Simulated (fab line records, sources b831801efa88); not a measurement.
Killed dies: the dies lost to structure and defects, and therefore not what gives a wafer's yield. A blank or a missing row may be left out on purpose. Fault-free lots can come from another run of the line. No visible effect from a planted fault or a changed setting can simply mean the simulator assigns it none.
fab line records	flow sky130
record lots=24	wafers=72	last-day=50
route steps=708 shown METAL1@437 VIA1@470 METAL2@488 VIA2@531
lots that met no fault: from a run of the same line without faults
start-h: start of the lot's first displayed wafer, in hours after the record's first day	wait-h: hours elapsed since this lot's preceding step	" the same as in the row above	L1.1+2: a single row standing in for several wafers	- no value, or no start given	* or withheld: withheld	< > ~ a bound
route shown NAME@n: NAME is a module with steps in the file, n the number in the route of the first one	usual: mean and standard deviation over wafers with no fault	same: alike in all rows	chamber/n: place in a boat	sites: readings site by site	_std_site: standard deviation of those values	_edge_site: mean of outer sites minus mean of inner sites	radius-mm: how far each site lies from the wafer's centre	mask NAME#n: copy n	behind: the tool/chamber that last shaped the wafer	hold: why the lot was held/for how many hours/how that ended	device: whichever transistor did not switch (one of n, p or np)	end of line: tests run on the same wafers once the route is complete	a step without rows: its recipe alone	killed: count of dies lost to structure and defects at first sort (not the wafer's yield)	map: dies across one wafer; x = killed, . = not, _ = none there
set.NAME: the setting as run; set.NAME@STEP: as run at that earlier step	model.NAME: the simulator's own value behind a step, which no gauge read
the route's steps for a sample of lots (tables are steps, rows are wafers)
services: a tool's chamber out of use, with start hour (start-h, from the record's first day; less than 0 if before it), hours out, and reason
## steps
# step SKY_METAL1_SPUTTER_03
# recipe material=Ti	target-thk-nm=5	power-w=3000	time-s=3.3	chamber-pressure-pa=0.4
# usual throttle-valve-pct=29.7/0.87
lot.wafer	tool	chamber	start-h	wait-h	throttle-valve-pct
L074.2	pvd-sputter-02	-	742.66	0.0	29.4
L074.5	"	-	"	"	29.0
L074.6	"	-	"	"	29.1
L075.2	pvd-sputter-02	-	750.38	0.0	29.0
L075.3	"	-	"	"	29.8
L075.4	"	-	"	"	29.8
L076.3	pvd-sputter-03	-	761.54	0.0	30.2
L076.4	"	-	"	"	28.9
L076.6	"	-	"	"	28.7
L077.2	pvd-sputter-03	-	768.49	0.0	29.0
L077.3	"	-	"	"	30.5
L077.6	"	-	"	"	30.1
L078.2	pvd-sputter-04	-	769.30	0.0	30.5
L078.3	"	-	"	"	31.0
L078.5	"	-	"	"	30.4
L079.2	pvd-sputter-04	-	773.19	0.0	27.6
L079.5	"	-	"	"	30.5
L079.6	"	-	"	"	27.8
L080.2	pvd-sputter-04	-	789.11	0.0	30.5
L080.4	"	-	"	"	30.6
L080.6	"	-	"	"	31.0
L081.3	pvd-sputter-03	-	795.46	0.0	29.4
L081.4	"	-	"	"	31.0
L081.6	"	-	"	"	29.3
L082.1	pvd-sputter-04	-	796.25	0.0	30.4
L082.3	"	-	"	"	30.5
L082.4	"	-	"	"	27.6
L083.1	pvd-sputter-03	-	802.10	0.0	29.4
L083.3	"	-	"	"	30.9
L083.5	"	-	"	"	29.1
L084.2	pvd-sputter-03	-	813.82	0.0	30.2
L084.4	"	-	"	"	29.1
L084.6	"	-	"	"	29.1
L085.1	pvd-sputter-02	-	818.70	0.0	29.4
L085.2	"	-	"	"	30.2
L085.6	"	-	"	"	29.3
L086.1	pvd-sputter-02	-	831.31	0.0	29.3
L086.4	"	-	"	"	29.7
L086.5	"	-	"	"	29.6
L087.3	pvd-sputter-04	-	837.62	0.0	30.5
L087.4	"	-	"	"	27.6
L087.5	"	-	"	"	27.7
L088.1	pvd-sputter-02	-	844.31	0.0	29.6
L088.2	"	-	"	"	29.8
L088.5	"	-	"	"	29.9
L089.2	pvd-sputter-03	-	847.96	0.0	29.2
L089.4	"	-	"	"	28.8
L089.6	"	-	"	"	30.2
L090.1	pvd-sputter-03	-	857.42	0.0	30.6
L090.2	"	-	"	"	29.4
L090.4	"	-	"	"	29.1
L091.1	pvd-sputter-02	-	863.61	0.0	29.6
L091.3	"	-	"	"	29.6
L091.6	"	-	"	"	29.4
L092.1	pvd-sputter-03	-	882.53	0.0	30.6
L092.2	"	-	"	"	30.2
L092.5	"	-	"	"	29.3
L093.2	pvd-sputter-02	-	888.43	0.0	29.2
L093.5	"	-	"	"	29.7
L093.6	"	-	"	"	28.8
L094.1	pvd-sputter-03	-	889.51	0.0	30.6
L094.5	"	-	"	"	30.8
L094.6	"	-	"	"	29.0
L095.3	pvd-sputter-02	-	894.62	0.0	29.8
L095.4	"	-	"	"	29.6
L095.6	"	-	"	"	30.2
L096.2	pvd-sputter-02	-	901.28	0.0	29.0
L096.4	"	-	"	"	29.7
L096.5	"	-	"	"	28.8
L097.1	pvd-sputter-04	-	909.21	0.0	27.1
L097.5	"	-	"	"	30.7
L097.6	"	-	"	"	31.0
# step SKY_METAL1_CD_MEAS_15
# recipe target-cd-nm=140
# usual cd-nm=139.7/1.8
lot.wafer	tool	chamber	start-h	wait-h	cd-nm
L074.2	cd-sem-01	-	770.13	-	139.9
L074.5	"	-	"	"	139.5
L074.6	"	-	"	"	140.2
L075.2	cd-sem-01	-	777.57	-	141.4
L075.3	"	-	"	"	142.0
L075.4	"	-	"	"	141.8
L076.3	cd-sem-01	-	788.65	-	139.9
L076.4	"	-	"	"	139.6
L076.6	"	-	"	"	139.9
L077.2	cd-sem-01	-	795.02	-	142.1
L077.3	"	-	"	"	141.7
L077.6	"	-	"	"	141.2
L078.2	cd-sem-02	-	796.17	-	139.9
L078.3	"	-	"	"	141.3
L078.5	"	-	"	"	140.9
L079.2	cd-sem-02	-	799.75	-	139.9
L079.5	"	-	"	"	142.1
L079.6	"	-	"	"	140.7
L080.2	cd-sem-01	-	815.42	-	141.2
L080.4	"	-	"	"	139.4
L080.6	"	-	"	"	142.2
L081.3	cd-sem-01	-	822.07	-	139.5
L081.4	"	-	"	"	140.0
L081.6	"	-	"	"	138.0
L082.1	cd-sem-01	-	822.75	-	139.7
L082.3	"	-	"	"	142.1
L082.4	"	-	"	"	141.3
L083.1	cd-sem-01	-	828.58	-	135.5
L083.3	"	-	"	"	135.9
L083.5	"	-	"	"	137.6
L084.2	cd-sem-02	-	840.00	-	138.2
L084.4	"	-	"	"	139.1
L084.6	"	-	"	"	139.8
L085.1	cd-sem-01	-	845.36	-	140.0
L085.2	"	-	"	"	140.6
L085.6	"	-	"	"	140.2
L086.1	cd-sem-01	-	857.40	-	140.4
L086.4	"	-	"	"	139.3
L086.5	"	-	"	"	139.1
L087.3	cd-sem-02	-	863.62	-	138.7
L087.4	"	-	"	"	138.5
L087.5	"	-	"	"	139.6
L088.1	cd-sem-02	-	870.01	-	137.0
L088.2	"	-	"	"	136.4
L088.5	"	-	"	"	138.3
L089.2	cd-sem-01	-	873.63	-	140.0
L089.4	"	-	"	"	140.2
L089.6	"	-	"	"	141.0
L090.1	cd-sem-01	-	883.83	-	140.4
L090.2	"	-	"	"	141.0
L090.4	"	-	"	"	141.5
L091.1	cd-sem-02	-	889.60	-	135.8
L091.3	"	-	"	"	135.8
L091.6	"	-	"	"	137.1
L092.1	cd-sem-01	-	907.60	-	141.4
L092.2	"	-	"	"	142.0
L092.5	"	-	"	"	141.7
L093.2	cd-sem-02	-	913.90	-	138.3
L093.5	"	-	"	"	138.7
L093.6	"	-	"	"	138.0
L094.1	cd-sem-02	-	914.36	-	139.4
L094.5	"	-	"	"	139.2
L094.6	"	-	"	"	138.6
L095.3	cd-sem-01	-	919.62	-	139.9
L095.4	"	-	"	"	138.5
L095.6	"	-	"	"	139.0
L096.2	cd-sem-01	-	926.28	-	141.0
L096.4	"	-	"	"	141.3
L096.5	"	-	"	"	140.5
L097.1	cd-sem-01	-	934.41	-	136.9
L097.5	"	-	"	"	138.2
L097.6	"	-	"	"	138.6
# step SKY_VIA1_CD_MEAS_12
# recipe target-cd-nm=150
# usual cd-nm=150.4/1.7
lot.wafer	tool	chamber	start-h	wait-h	cd-nm
L074.2	cd-sem-01	-	797.77	-	152.0
L074.5	"	-	"	"	150.0
L074.6	"	-	"	"	149.7
L075.2	cd-sem-02	-	805.73	-	148.6
L075.3	"	-	"	"	151.0
L075.4	"	-	"	"	149.8
L076.3	cd-sem-01	-	816.70	-	149.5
L076.4	"	-	"	"	149.9
L076.6	"	-	"	"	150.3
L077.2	cd-sem-02	-	822.73	-	151.4
L077.3	"	-	"	"	151.4
L077.6	"	-	"	"	152.8
L078.2	cd-sem-02	-	824.07	-	149.6
L078.3	"	-	"	"	151.5
L078.5	"	-	"	"	148.5
L079.2	cd-sem-02	-	827.13	-	149.0
L079.5	"	-	"	"	149.5
L079.6	"	-	"	"	148.3
L080.2	cd-sem-02	-	843.47	-	151.5
L080.4	"	-	"	"	149.9
L080.6	"	-	"	"	149.0
L081.3	cd-sem-01	-	849.85	-	150.1
L081.4	"	-	"	"	149.1
L081.6	"	-	"	"	151.1
L082.1	cd-sem-02	-	850.01	-	152.4
L082.3	"	-	"	"	152.0
L082.4	"	-	"	"	151.8
L083.1	cd-sem-01	-	856.40	-	150.0
L083.3	"	-	"	"	148.1
L083.5	"	-	"	"	149.1
L084.2	cd-sem-02	-	867.62	-	148.3
L084.4	"	-	"	"	150.2
L084.6	"	-	"	"	150.9
L085.1	cd-sem-02	-	872.66	-	152.4
L085.2	"	-	"	"	152.1
L085.6	"	-	"	"	154.8
L086.1	cd-sem-02	-	884.75	-	150.3
L086.4	"	-	"	"	150.1
L086.5	"	-	"	"	151.2
L087.3	cd-sem-02	-	890.94	-	151.5
L087.4	"	-	"	"	152.8
L087.5	"	-	"	"	150.9
L088.1	cd-sem-02	-	897.01	-	149.8
L088.2	"	-	"	"	149.3
L088.5	"	-	"	"	150.5
L089.2	cd-sem-02	-	901.02	-	150.8
L089.4	"	-	"	"	151.6
L089.6	"	-	"	"	151.8
L090.1	cd-sem-02	-	910.46	-	152.0
L090.2	"	-	"	"	151.5
L090.4	"	-	"	"	151.3
L091.1	cd-sem-01	-	916.16	-	148.9
L091.3	"	-	"	"	151.0
L091.6	"	-	"	"	150.1
L092.1	cd-sem-02	-	934.26	-	148.3
L092.2	"	-	"	"	148.9
L092.5	"	-	"	"	147.9
L093.2	cd-sem-01	-	939.57	-	146.4
L093.5	"	-	"	"	148.5
L093.6	"	-	"	"	145.7
L094.1	cd-sem-02	-	940.61	-	151.5
L094.5	"	-	"	"	153.0
L094.6	"	-	"	"	150.8
L095.3	cd-sem-02	-	946.00	-	149.4
L095.4	"	-	"	"	150.9
L095.6	"	-	"	"	149.5
L096.2	cd-sem-01	-	951.27	-	152.5
L096.4	"	-	"	"	151.4
L096.5	"	-	"	"	154.1
L097.1	cd-sem-01	-	960.86	-	148.7
L097.5	"	-	"	"	150.2
L097.6	"	-	"	"	146.9
# step SKY_VIA1_RS_MEAS_22
# recipe thk-meas-gauge=four-point-probe	reads=W_of_VIA1_CVD_21+TiN_of_VIA1_SPUTTER_20
# usual VIA1_W_RS=0.425/0.0066
lot.wafer	tool	chamber	start-h	wait-h	VIA1_W_RS[ohm/sq]
L074.2	film-metro-02	-	798.76	0.1	0.430
L074.5	"	-	"	"	0.430
L074.6	"	-	"	"	0.430
L075.2	film-metro-04	-	806.77	0.1	0.423
L075.3	"	-	"	"	0.426
L075.4	"	-	"	"	0.430
L076.3	film-metro-03	-	817.73	0.1	0.433
L076.4	"	-	"	"	0.428
L076.6	"	-	"	"	0.432
L077.2	film-metro-04	-	823.72	0.1	0.430
L077.3	"	-	"	"	0.430
L077.6	"	-	"	"	0.428
L078.2	film-metro-02	-	825.06	0.1	0.434
L078.3	"	-	"	"	0.415
L078.5	"	-	"	"	0.415
L079.2	film-metro-02	-	828.12	0.1	0.409
L079.5	"	-	"	"	0.415
L079.6	"	-	"	"	0.429
L080.2	film-metro-04	-	844.46	0.1	0.428
L080.4	"	-	"	"	0.427
L080.6	"	-	"	"	0.429
L081.3	film-metro-02	-	850.84	0.1	0.427
L081.4	"	-	"	"	0.426
L081.6	"	-	"	"	0.427
L082.1	film-metro-04	-	851.00	0.1	0.421
L082.3	"	-	"	"	0.432
L082.4	"	-	"	"	0.426
L083.1	film-metro-02	-	857.39	0.1	0.420
L083.3	"	-	"	"	0.431
L083.5	"	-	"	"	0.423
L084.2	film-metro-02	-	868.61	0.1	0.424
L084.4	"	-	"	"	0.420
L084.6	"	-	"	"	0.408
L085.1	film-metro-02	-	873.80	0.2	0.430
L085.2	"	-	"	"	0.431
L085.6	"	-	"	"	0.430
L086.1	film-metro-03	-	885.83	0.2	0.428
L086.4	"	-	"	"	0.426
L086.5	"	-	"	"	0.430
L087.3	film-metro-03	-	891.96	0.1	0.412
L087.4	"	-	"	"	0.428
L087.5	"	-	"	"	0.428
L088.1	film-metro-03	-	898.07	0.1	0.430
L088.2	"	-	"	"	0.431
L088.5	"	-	"	"	0.422
L089.2	film-metro-04	-	902.07	0.1	0.416
L089.4	"	-	"	"	0.426
L089.6	"	-	"	"	0.418
L090.1	film-metro-02	-	911.45	0.1	0.415
L090.2	"	-	"	"	0.423
L090.4	"	-	"	"	0.428
L091.1	film-metro-04	-	917.16	0.1	0.433
L091.3	"	-	"	"	0.414
L091.6	"	-	"	"	0.417
L092.1	film-metro-02	-	935.26	0.1	0.430
L092.2	"	-	"	"	0.427
L092.5	"	-	"	"	0.419
L093.2	film-metro-04	-	940.56	0.1	0.428
L093.5	"	-	"	"	0.422
L093.6	"	-	"	"	0.411
L094.1	film-metro-02	-	941.60	0.1	0.419
L094.5	"	-	"	"	0.421
L094.6	"	-	"	"	0.426
L095.3	film-metro-03	-	946.99	0.1	0.435
L095.4	"	-	"	"	0.424
L095.6	"	-	"	"	0.435
L096.2	film-metro-04	-	952.26	0.1	0.433
L096.4	"	-	"	"	0.434
L096.5	"	-	"	"	0.430
L097.1	film-metro-04	-	961.85	0.1	0.428
L097.5	"	-	"	"	0.430
L097.6	"	-	"	"	0.417
# step SKY_METAL2_RS_MEAS_05
# recipe thk-meas-gauge=four-point-probe	reads=TiN_of_METAL2_SPUTTER_04+Ti_of_METAL2_SPUTTER_03+AlCu_of_METAL2_SPUTTER_02+TiN_of_METAL2_SPUTTER_01+Ti_of_METAL2_SPUTTER_00
# usual METAL2_ALCU_RS=0.1267/0.0012
lot.wafer	tool	chamber	start-h	wait-h	METAL2_ALCU_RS[ohm/sq]
L074.2	film-metro-01	-	799.38	0.0	0.1259
L074.5	"	-	"	"	0.1272
L074.6	"	-	"	"	0.1246
L075.2	film-metro-04	-	807.39	0.0	0.1280
L075.3	"	-	"	"	0.1256
L075.4	"	-	"	"	0.1247
L076.3	film-metro-04	-	818.35	0.1	0.1254
L076.4	"	-	"	"	0.1254
L076.6	"	-	"	"	0.1263
L077.2	film-metro-02	-	824.34	0.0	0.1271
L077.3	"	-	"	"	0.1265
L077.6	"	-	"	"	0.1275
L078.2	film-metro-01	-	825.68	0.0	0.1276
L078.3	"	-	"	"	0.1279
L078.5	"	-	"	"	0.1283
L079.2	film-metro-04	-	828.74	0.0	0.1265
L079.5	"	-	"	"	0.1271
L079.6	"	-	"	"	0.1261
L080.2	film-metro-01	-	845.08	0.0	0.1261
L080.4	"	-	"	"	0.1272
L080.6	"	-	"	"	0.1267
L081.3	film-metro-01	-	851.48	0.1	0.1280
L081.4	"	-	"	"	0.1278
L081.6	"	-	"	"	0.1277
L082.1	film-metro-04	-	851.62	0.0	0.1262
L082.3	"	-	"	"	0.1261
L082.4	"	-	"	"	0.1259
L083.1	film-metro-01	-	858.01	0.0	0.1257
L083.3	"	-	"	"	0.1263
L083.5	"	-	"	"	0.1261
L084.2	film-metro-01	-	869.23	0.0	0.1273
L084.4	"	-	"	"	0.1259
L084.6	"	-	"	"	0.1248
L085.1	film-metro-04	-	874.42	0.0	0.1249
L085.2	"	-	"	"	0.1268
L085.6	"	-	"	"	0.1262
L086.1	film-metro-01	-	886.45	0.0	0.1249
L086.4	"	-	"	"	0.1273
L086.5	"	-	"	"	0.1260
L087.3	film-metro-02	-	892.58	0.1	0.1266
L087.4	"	-	"	"	0.1257
L087.5	"	-	"	"	0.1263
L088.1	film-metro-02	-	898.69	0.0	0.1265
L088.2	"	-	"	"	0.1254
L088.5	"	-	"	"	0.1267
L089.2	film-metro-02	-	902.69	0.0	0.1262
L089.4	"	-	"	"	0.1266
L089.6	"	-	"	"	0.1260
L090.1	film-metro-01	-	912.07	0.0	0.1262
L090.2	"	-	"	"	0.1254
L090.4	"	-	"	"	0.1260
L091.1	film-metro-04	-	917.78	0.0	0.1254
L091.3	"	-	"	"	0.1258
L091.6	"	-	"	"	0.1265
L092.1	film-metro-01	-	935.88	0.0	0.1282
L092.2	"	-	"	"	0.1263
L092.5	"	-	"	"	0.1279
L093.2	film-metro-01	-	941.18	0.0	0.1292
L093.5	"	-	"	"	0.1283
L093.6	"	-	"	"	0.1284
L094.1	film-metro-01	-	942.22	0.0	0.1268
L094.5	"	-	"	"	0.1265
L094.6	"	-	"	"	0.1272
L095.3	film-metro-01	-	947.61	0.1	0.1281
L095.4	"	-	"	"	0.1274
L095.6	"	-	"	"	0.1276
L096.2	film-metro-02	-	952.88	0.0	0.1296
L096.4	"	-	"	"	0.1292
L096.5	"	-	"	"	0.1297
L097.1	film-metro-01	-	962.47	0.0	0.1277
L097.5	"	-	"	"	0.1257
L097.6	"	-	"	"	0.1284
# step SKY_VIA2_CMP_24
# recipe stop-on=SiO2	t-overpolish-s=20	down-force-psi=3.5	platen-rpm=60	target-thk-nm=0	pad-velocity-m-s=0.94248
# usual motor-current-A=11.1/1.2	overpolish-run-s=20.000/0.0083	time-to-endpoint-s=100/3.9
lot.wafer	tool	chamber	start-h	wait-h	motor-current-A	overpolish-run-s	time-to-endpoint-s
L074.2	cmp-01	1	855.48	0.1	10.6	19.993	95
L074.6	"	0	"	"	13.5	19.993	98
L074.5	"	1	"	"	10.3	19.997	98
L075.3	cmp-02	3	861.78	0.0	10.1	20.001	101
L075.2	"	0	"	"	10.8	19.990	95
L075.4	"	1	"	"	10.0	19.991	101
L076.3	cmp-01	3	873.34	0.0	12.0	20.002	112
L076.4	"	0	"	"	13.5	20.003	97
L076.6	"	0	"	"	13.5	20.003	96
L077.2	cmp-02	2	880.15	0.1	10.9	19.990	102
L077.3	"	3	"	"	9.9	20.001	103
L077.6	"	2	"	"	11.1	19.994	98
L078.3	cmp-01	0	880.92	0.1	13.4	19.998	105
L078.2	"	2	"	"	10.7	19.989	103
L078.5	"	0	"	"	12.9	19.993	101
L079.2	cmp-01	2	884.34	0.1	11.1	19.993	106
L079.6	"	0	"	"	13.1	20.004	105
L079.5	"	1	"	"	10.5	20.007	100
L080.2	cmp-01	0	899.01	0.1	13.3	19.991	97
L080.4	"	2	"	"	10.7	19.987	99
L080.6	"	3	"	"	11.4	19.995	104
L081.3	cmp-02	0	905.49	0.1	10.1	20.002	106
L081.4	"	1	"	"	10.0	20.004	105
L081.6	"	0	"	"	10.1	20.009	101
L082.1	cmp-01	0	906.59	0.1	13.6	19.995	96
L082.4	"	1	"	"	11.0	20.006	99
L082.3	"	2	"	"	10.9	19.985	99
L083.3	cmp-01	1	912.19	0.1	10.0	19.999	100
L083.1	"	2	"	"	11.1	20.013	102
L083.5	"	3	"	"	11.7	19.995	101
L084.2	cmp-01	1	923.74	0.1	10.7	20.001	96
L084.4	"	3	"	"	11.7	20.008	106
L084.6	"	1	"	"	10.8	19.997	95
L085.2	cmp-02	2	927.31	0.1	10.6	19.987	98
L085.1	"	3	"	"	10.1	20.013	102
L085.6	"	0	"	"	10.5	19.989	98
L086.4	cmp-02	2	939.65	0.1	10.6	19.996	101
L086.1	"	3	"	"	9.8	20.003	105
L086.5	"	0	"	"	10.2	20.000	100
L087.4	cmp-02	0	945.54	0.1	10.8	20.007	96
L087.3	"	1	"	"	9.8	20.009	102
L087.5	"	3	"	"	9.9	19.999	103
L088.1	cmp-01	3	950.70	0.1	11.7	19.992	98
L088.2	"	0	"	"	13.6	20.012	96
L088.5	"	3	"	"	11.3	20.007	100
L089.4	cmp-01	3	955.06	0.0	11.8	19.998	105
L089.2	"	2	"	"	11.7	19.985	102
L089.6	"	3	"	"	11.4	20.001	110
L090.2	cmp-02	0	964.23	0.3	10.5	20.008	95
L090.1	"	1	"	"	9.7	19.986	101
L090.4	"	3	"	"	10.5	20.011	98
L091.1	cmp-01	1	969.20	0.1	10.6	19.986	97
L091.3	"	3	"	"	11.6	19.987	106
L091.6	"	1	"	"	10.7	19.986	100
L092.2	cmp-02	2	987.05	0.1	11.1	20.019	95
L092.1	"	3	"	"	10.0	20.001	100
L092.5	"	0	"	"	10.3	20.008	94
L093.2	cmp-01	1	992.24	0.2	10.2	20.007	98
L093.6	"	2	"	"	11.2	20.000	102
L093.5	"	3	"	"	11.9	20.004	103
L094.1	cmp-02	1	992.79	0.2	9.9	19.998	99
L094.5	"	2	"	"	10.2	19.993	96
L094.6	"	3	"	"	10.0	20.001	94
L095.3	cmp-01	2	998.47	0.1	11.0	20.006	98
L095.4	"	3	"	"	11.5	20.002	101
L095.6	"	1	"	"	11.0	20.005	95
L096.2	cmp-02	1	1003.48	0.0	9.5	20.005	99
L096.4	"	2	"	"	11.0	19.988	94
L096.5	"	2	"	"	11.3	20.009	93
L097.1	cmp-01	2	1012.39	0.1	11.0	20.007	98
L097.6	"	1	"	"	9.8	19.993	101
L097.5	"	2	"	"	10.6	20.012	102
## services
tool	chamber	start-h	hours	kind
pvd-sputter-02	-	733.77	2.1	repair
cmp-01	-	747.72	4.0	pm
cmp-01	-	751.72	-	consumable-replace:conditioner
cmp-01	-	751.72	-	consumable-replace:pad
pvd-sputter-03	-	758.04	2.7	repair
cmp-01	-	772.32	6.8	pm
cmp-01	-	786.59	1.8	repair
cmp-02	-	825.52	5.8	pm
pvd-sputter-04	-	843.99	1.3	repair
pvd-sputter-02	-	868.80	0.9	repair
pvd-sputter-03	0	882.59	-	consumable-replace:kit
cmp-01	-	890.18	0.5	repair
cmp-02	-	912.77	4.0	pm
cmp-02	-	916.77	-	consumable-replace:conditioner
cmp-02	-	916.77	-	consumable-replace:pad
cmp-01	-	918.79	1.3	repair
pvd-sputter-02	-	924.87	1.9	repair
pvd-sputter-04	-	936.09	3.5	repair
cmp-01	-	943.33	0.4	repair
cmp-01	-	960.52	2.7	repair
pvd-sputter-03	-	981.37	4.9	repair
cmp-02	-	984.65	1.8	repair
cmp-01	-	985.36	4.5	repair
cmp-02	-	1007.31	0.2	repair
## key
fault none
